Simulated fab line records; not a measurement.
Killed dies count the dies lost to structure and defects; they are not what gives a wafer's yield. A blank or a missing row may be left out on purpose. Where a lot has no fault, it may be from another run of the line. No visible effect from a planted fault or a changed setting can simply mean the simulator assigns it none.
The same fault as seen by 2 desks / flow gf180mcu / only its own numbers are on each desk; what lay behind them is given at the end

## AT THE METROLOGY DESK
Means of the sampled wafers that have a number, per lot and without regard to the tool the lot ran on: this is what the gauges read. Any lot whose mean is over 4 standard deviations away from the usual mean is out of limits and marked OUT; that distance is given in the brackets.
Columns: A = MVSD_TW at GF_MVSD_TW_MEAS_11, usual 1586; B = VT_IMPLANT_TW at GF_VT_IMPLANT_TW_MEAS_10, usual 564.9; C = NWELL_RS at GF_VT_IMPLANT_RS_MEAS_47, usual 488.3 ohm/sq
lot=L846; first seen here=day 4 12:25; A=1573; B=564.3; C=488.5
lot=L847; first seen here=day 4 18:16; A=1593; B=562.3; C=488.1
lot=L848; first seen here=day 5 00:53; A=1580; B=562.7; C=489.3
lot=L849; first seen here=day 5 07:34; A=1577; B=566.6; C=487.5
lot=L851; first seen here=day 5 18:18; A=1589; B=567.9; C=488.1
lot=L853; first seen here=day 6 04:34; A=1588; B=562.5; C=487.9
lot=L854; first seen here=day 6 10:30; A=1588; B=562.3; C=487.8
lot=L855; first seen here=day 6 16:38; A=1594; B=566.3; C=521.4 (+28) OUT
lot=L857; first seen here=day 7 03:19; A=1586; B=565.1; C=518.3 (+25) OUT
lot=L858; first seen here=day 7 08:17; A=1579; B=564.7; C=489.1
lot=L860; first seen here=day 7 18:32; A=1589; B=564.0; C=519.4 (+26) OUT
lot=L867; first seen here=day 9 14:17; A=1587; B=567.3; C=488.6
lot=L868; first seen here=day 9 18:59; A=1579; B=563.9; C=487.6
Finding of this desk: L855, L857, L860 out of limits, first seen on L855 at day 10 04:36 (NWELL_RS at GF_VT_IMPLANT_RS_MEAS_47). Within limits: L846, L847, L848, L849, L851, L853, L854, L858, L867, L868.

## AT THE TOOL OWNER'S DESK: implanter-01
For each lot that ran on this tool, the mean over its sampled wafers that have a number, from the tool's own readings at GF_NWELL_IMPLANT_09. Any lot whose mean is over 4 standard deviations away from the usual mean is out of limits and marked OUT; that distance is given in the brackets.
Columns: A = dose ions cm2 at GF_NWELL_IMPLANT_09, usual 4e+12; B = faraday current uA at GF_NWELL_IMPLANT_09, usual 22.6
lot=L853; first seen here=day 4 23:07; A=4e+12; B=22.9
lot=L854; first seen here=day 5 04:36; A=4e+12; B=22.2
lot=L855; first seen here=day 5 10:15; A=2e+12 (-99 or more) OUT; B=14.1 (-18) OUT
lot=L857; first seen here=day 5 20:28; A=2e+12 (-99 or more) OUT; B=14.1 (-18) OUT
lot=L860; first seen here=day 6 10:38; A=2e+12 (-99 or more) OUT; B=13.6 (-19) OUT
This desk's finding: out of limits on L855, L857, L860; first on L855, day 5 10:15 (dose ions cm2 at GF_NWELL_IMPLANT_09). Within limits: L853, L854.

## ALL TOGETHER
On L855, L857, L860, at day 5 10:15, an alarm was possible from the tool owner's desk.
Metrology desk: alarm possible at day 10 04:36 on L855, L857, L860.
GF_NWELL_IMPLANT_09 was run on implanter-01 by each of the lots named.

## WHAT WAS PUT IN BY THE SIMULATOR
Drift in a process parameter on implanter-01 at GF_NWELL_IMPLANT_09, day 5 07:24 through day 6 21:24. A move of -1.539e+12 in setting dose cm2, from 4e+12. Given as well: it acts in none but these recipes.
Struck lots among those shown: L855, L857, L860.
Fault start to first reading out of limits, in hours, per desk: tool owner, 3; metrology, 117.
